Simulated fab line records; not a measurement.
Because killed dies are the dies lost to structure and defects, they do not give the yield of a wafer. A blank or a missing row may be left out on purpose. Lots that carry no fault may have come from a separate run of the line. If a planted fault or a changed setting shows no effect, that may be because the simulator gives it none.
Matching of chambers | flow sfq line | SFQ_TRILAYER_I4_VIA_ETCH_VIA_ETCH_106 on rie diel-02 has 4 sister chambers
The step etches SiO2 in CHF3, stops on Nb, target depth 260 nm. 4 wafers are shown with their chamber, then 7 later ones without.

== EACH WAFER AND ITS CHAMBER ==
wafer  | chamber | oes product au (a.u.)
L616.6 | 3       | 0.859
L625.2 | 0       | 0.845
L627.2 | 2       | 0.858
L627.3 | 1       | 0.847

== WAFERS MISSING THEIR CHAMBER ==
wafer  | oes product au (a.u.)
L627.6 | 0.857
L629.1 | 0.853
L629.3 | 0.852
L629.5 | 0.852
L632.2 | 0.850
L632.4 | 0.852
L632.6 | 0.856

== THE CHAMBER EACH PASSED THROUGH ==
wafer  | from the rows above               | in truth
L627.6 | can't be placed: 2 or 3           | 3
L629.1 | can't be placed: 2 or 1 or 3 or 0 | 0
L629.3 | can't be placed: 1 or 2 or 0 or 3 | 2
L629.5 | can't be placed: 1 or 2 or 0 or 3 | 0
L632.2 | can't be placed: 1 or 0 or 2 or 3 | 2
L632.4 | can't be placed: 1 or 2 or 0 or 3 | 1
L632.6 | can't be placed: 2 or 3 or 1      | 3
Placed correctly: 0 of 7. Not placeable from these rows: 7 (in 7, the candidates include the true chamber). Placed wrongly: 0.
How it was worked out, from the rows above alone: a wafer's distance from a chamber is the root of the sum, over the readings, of the square of ((its reading less the chamber's mean) divided by the reading's scatter). The wafer belongs to the nearest chamber; if the next one is less than 2 further off, it can't be placed. A chamber's mean is the mean of its shown wafers. The scatter (one wafer shown for each chamber): square how far every hidden wafer sits from the nearest shown wafer, average those squares and take the square root.
